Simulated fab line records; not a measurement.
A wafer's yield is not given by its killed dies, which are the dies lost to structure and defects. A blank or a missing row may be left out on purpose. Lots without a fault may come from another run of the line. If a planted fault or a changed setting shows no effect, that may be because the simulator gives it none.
Matching of chambers / flow gf180mcu / GF_V4_ETCH_16 on rie-diel-01: 4 sister chambers
The step etches BARC in N2/H2. 18 wafers are shown with their chamber, then 9 later ones without.

## WAFERS, EACH WITH ITS CHAMBER
wafer=L339.3; chamber=2; drypump-motor-current-A (A)=5.6; throttle-valve-pct (%)=13.229; oes-product-au (a.u.)=0.864
wafer=L339.4; chamber=3; drypump-motor-current-A (A)=6.0; throttle-valve-pct (%)=13.226; oes-product-au (a.u.)=0.849
wafer=L339.5; chamber=3; drypump-motor-current-A (A)=6.0; throttle-valve-pct (%)=13.223; oes-product-au (a.u.)=0.846
wafer=L340.1; chamber=2; drypump-motor-current-A (A)=5.7; throttle-valve-pct (%)=13.219; oes-product-au (a.u.)=0.859
wafer=L340.4; chamber=1; drypump-motor-current-A (A)=5.4; throttle-valve-pct (%)=13.226; oes-product-au (a.u.)=0.859
wafer=L340.5; chamber=3; drypump-motor-current-A (A)=6.0; throttle-valve-pct (%)=13.226; oes-product-au (a.u.)=0.854
wafer=L343.3; chamber=3; drypump-motor-current-A (A)=6.0; throttle-valve-pct (%)=13.222; oes-product-au (a.u.)=0.860
wafer=L343.4; chamber=0; drypump-motor-current-A (A)=5.0; throttle-valve-pct (%)=13.242; oes-product-au (a.u.)=0.851
wafer=L343.6; chamber=3; drypump-motor-current-A (A)=6.0; throttle-valve-pct (%)=13.223; oes-product-au (a.u.)=0.848
wafer=L344.1; chamber=2; drypump-motor-current-A (A)=5.7; throttle-valve-pct (%)=13.234; oes-product-au (a.u.)=0.845
wafer=L344.5; chamber=2; drypump-motor-current-A (A)=5.7; throttle-valve-pct (%)=13.228; oes-product-au (a.u.)=0.851
wafer=L344.6; chamber=0; drypump-motor-current-A (A)=5.0; throttle-valve-pct (%)=13.218; oes-product-au (a.u.)=0.851
wafer=L352.1; chamber=1; drypump-motor-current-A (A)=5.4; throttle-valve-pct (%)=13.226; oes-product-au (a.u.)=0.848
wafer=L352.2; chamber=2; drypump-motor-current-A (A)=5.7; throttle-valve-pct (%)=13.225; oes-product-au (a.u.)=0.853
wafer=L352.4; chamber=3; drypump-motor-current-A (A)=6.0; throttle-valve-pct (%)=13.226; oes-product-au (a.u.)=0.852
wafer=L354.1; chamber=2; drypump-motor-current-A (A)=5.7; throttle-valve-pct (%)=13.224; oes-product-au (a.u.)=0.861
wafer=L354.2; chamber=3; drypump-motor-current-A (A)=6.0; throttle-valve-pct (%)=13.231; oes-product-au (a.u.)=0.859
wafer=L354.6; chamber=3; drypump-motor-current-A (A)=5.9; throttle-valve-pct (%)=13.221; oes-product-au (a.u.)=0.855

SIGNATURES (means of the wafers above)
reading=drypump-motor-current-A; chamber 0=5.000; chamber 1=5.400; chamber 2=5.683; chamber 3=5.987; scatter within a chamber=0.0349
reading=throttle-valve-pct; chamber 0=13.23000; chamber 1=13.22600; chamber 2=13.22650; chamber 3=13.22475; scatter within a chamber=0.00591
reading=oes-product-au; chamber 0=0.85100; chamber 1=0.85350; chamber 2=0.85550; chamber 3=0.85287; scatter within a chamber=0.00593
Rule: distance of a wafer from a chamber = root of the sum over the readings of ((wafer's reading minus chamber's mean) / reading's scatter) squared. The wafer belongs to the nearest chamber; if the next one is less than 2 further off, it can't be placed. How the scatter is found: for the shown wafers, subtract from each reading the mean of its chamber, square and add these, divide the total by (wafers less chambers), then take the root.

## WAFERS MISSING THEIR CHAMBER
wafer=L356.3; drypump-motor-current-A (A)=6.0; throttle-valve-pct (%)=13.217; oes-product-au (a.u.)=0.853
wafer=L356.4; drypump-motor-current-A (A)=5.0; throttle-valve-pct (%)=13.239; oes-product-au (a.u.)=0.855
wafer=L356.6; drypump-motor-current-A (A)=5.4; throttle-valve-pct (%)=13.227; oes-product-au (a.u.)=0.854
wafer=L357.1; drypump-motor-current-A (A)=6.0; throttle-valve-pct (%)=13.214; oes-product-au (a.u.)=0.857
wafer=L357.2; drypump-motor-current-A (A)=5.0; throttle-valve-pct (%)=13.212; oes-product-au (a.u.)=0.857
wafer=L357.6; drypump-motor-current-A (A)=5.4; throttle-valve-pct (%)=13.223; oes-product-au (a.u.)=0.855
wafer=L359.3; drypump-motor-current-A (A)=6.0; throttle-valve-pct (%)=13.216; oes-product-au (a.u.)=0.854
wafer=L359.5; drypump-motor-current-A (A)=5.4; throttle-valve-pct (%)=13.229; oes-product-au (a.u.)=0.850
wafer=L359.6; drypump-motor-current-A (A)=5.0; throttle-valve-pct (%)=13.230; oes-product-au (a.u.)=0.853

## CHAMBER TAKEN BY EACH
wafer=L356.3; from the rows above=3; in truth=3
wafer=L356.4; from the rows above=0; in truth=0
wafer=L356.6; from the rows above=1; in truth=1
wafer=L357.1; from the rows above=3; in truth=3
wafer=L357.2; from the rows above=0; in truth=0
wafer=L357.6; from the rows above=1; in truth=1
wafer=L359.3; from the rows above=3; in truth=3
wafer=L359.5; from the rows above=1; in truth=1
wafer=L359.6; from the rows above=0; in truth=0
Correct placement for 9 of the 9. Number that these rows cannot place: 0. Number placed wrongly: 0.
